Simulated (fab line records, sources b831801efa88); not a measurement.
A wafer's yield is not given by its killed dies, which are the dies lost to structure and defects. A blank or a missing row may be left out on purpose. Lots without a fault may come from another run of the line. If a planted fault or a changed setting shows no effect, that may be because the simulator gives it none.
Which tool was responsible?	flow gf180mcu	Sampling: 12 lots, 36 wafers, 3 of 602 route steps

WHAT EACH GAUGE READ, for each wafer
GF_VT_IMPLANT_OVL_MEAS_40.
lot	measured	on	VT_IMPLANT_03_OVL (nm)
L315	day 7 18:16	overlay-02	1.8 2.7 2.5
L316	day 8 01:24	overlay-02	-1.0 -0.7 -0.3
L318	day 8 17:25	overlay-01	0.5 -0.9 1.4
L319	day 8 22:58	overlay-01	2.3 2.4 1.2
L321	day 9 12:17	overlay-01	-2.6 -1.3 -1.7
L323	day 10 02:09	overlay-01	-0.6 0.3 1.3
L325	day 10 14:28	overlay-02	0.3 1.0 2.8
L330	day 12 01:53	overlay-02	4.8 4.3 2.1
L334	day 13 03:37	overlay-01	0.6 1.8 0.4
L335	day 13 11:27	overlay-01	-1.4 -1.6 1.2
L336	day 13 19:02	overlay-01	-1.8 -0.1 -2.1
L337	day 13 22:08	overlay-01	-2.6 -2.0 -2.2

GF_POLY_GATE_CD_MEAS_10 targets a cd of 280 nm.
lot	measured	on	cdNm (nm)
L315	day 9 09:57	cdSem-02	281.4 280.2 280.3
L316	day 9 18:28	cdSem-01	281.7 280.3 281.0
L318	day 10 09:18	cdSem-01	279.7 278.3 279.2
L319	day 10 16:27	cdSem-01	280.0 279.0 280.0
L321	day 11 08:07	cdSem-02	279.5 279.5 280.0
L323	day 11 20:24	cdSem-02	277.4 278.5 277.7
L325	day 12 11:06	cdSem-01	279.9 279.7 278.8
L330	day 14 00:59	cdSem-02	279.7 278.2 279.6
L334	day 15 04:59	cdSem-01	279.9 279.4 280.6
L335	day 15 12:04	cdSem-02	280.5 280.6 280.6
L336	day 15 18:58	cdSem-02	281.2 279.6 280.9
L337	day 16 00:25	cdSem-02	280.6 279.0 279.7

WHICH TOOL RAN EACH LOT (tool, then ch and the chambers of the sampled wafers, then the start)
lot	GF_NWELL_STRIP_10
L315	plasmaAsher-02 ch 0,1, day 3 12:35
L316	plasmaAsher-02 ch 0,1, day 3 18:16
L318	plasmaAsher-04 ch 1, day 4 06:05
L319	plasmaAsher-03 ch 0,1, day 4 10:47
L321	plasmaAsher-03 ch 0,1, day 4 22:38
L323	plasmaAsher-03 ch 0,1, day 5 08:41
L325	plasmaAsher-04 ch 1, day 5 19:14
L330	plasmaAsher-02 ch 0,1, day 6 23:47
L334	plasmaAsher-04 ch 0, day 7 21:05
L335	plasmaAsher-04 ch 0,1, day 8 02:44
L336	plasmaAsher-03 ch 1, day 8 07:56
L337	plasmaAsher-04 ch 0,1, day 8 12:13
- GF_NWELL_STRIP_10: strips in O2/N2.

AS READ BY THE TOOLS THEMSELVES (means over the sampled wafers that have a number; for cases with no such wafer, the mark the record gives instead)
GF_NWELL_STRIP_10.
lot	tool	chamberPressureMTorr (mTorr)	drypumpMotorCurrentA (A)	heaterPowerW (W)	oesProductAu (a.u.)	stripTimeToEndpointS (s)
L315	plasmaAsher-02	1501.0	5.6	366	0.726	37.05
L316	plasmaAsher-02	1500.8	5.6	367	0.723	36.92
L318	plasmaAsher-04	1501.4	6.5	326	0.723	36.97
L319	plasmaAsher-03	1499.5	5.8	357	0.725	37.10
L321	plasmaAsher-03	1500.2	5.5	351	0.723	37.20
L323	plasmaAsher-03	1501.2	5.5	357	0.723	37.02
L325	plasmaAsher-04	1501.4	6.5	325	0.718	37.00
L330	plasmaAsher-02	1498.9	5.6	369	0.727	36.88
L334	plasmaAsher-04	1499.6	5.9	325	0.724	36.91
L335	plasmaAsher-04	1499.7	6.1	332	0.721	37.10
L336	plasmaAsher-03	1500.2	5.3	347	0.725	37.01
L337	plasmaAsher-04	1500.6	6.1	322	0.723	36.93

THE ANSWER, worked out from the rows above alone
Rule: the lots themselves supply what counts as usual. Put in order of their means at a reading, lots are off if they are a third of the lots or fewer, leave a main group of 4 or more, and stand apart from it by a gap of 3 or more times the standard deviation of the main group's means; of several such gaps the widest counts. If all means in a main group match to the digits the tables above print for the reading, that group is not used. A lot without any number at a reading at which 4 lots or more have one is off too. All remaining lots with rows at the step are treated as sound. The gauges are gone through in route order, then the tools' own readings, and for those a lot's mean is taken as printed above. At the first step where some lot is off, the reading lying furthest off is the one used; lots without a number count as furthest.
No lot is off on any of the readings shown, so nothing can be concluded from this.

WHAT THE SIMULATOR PUT IN
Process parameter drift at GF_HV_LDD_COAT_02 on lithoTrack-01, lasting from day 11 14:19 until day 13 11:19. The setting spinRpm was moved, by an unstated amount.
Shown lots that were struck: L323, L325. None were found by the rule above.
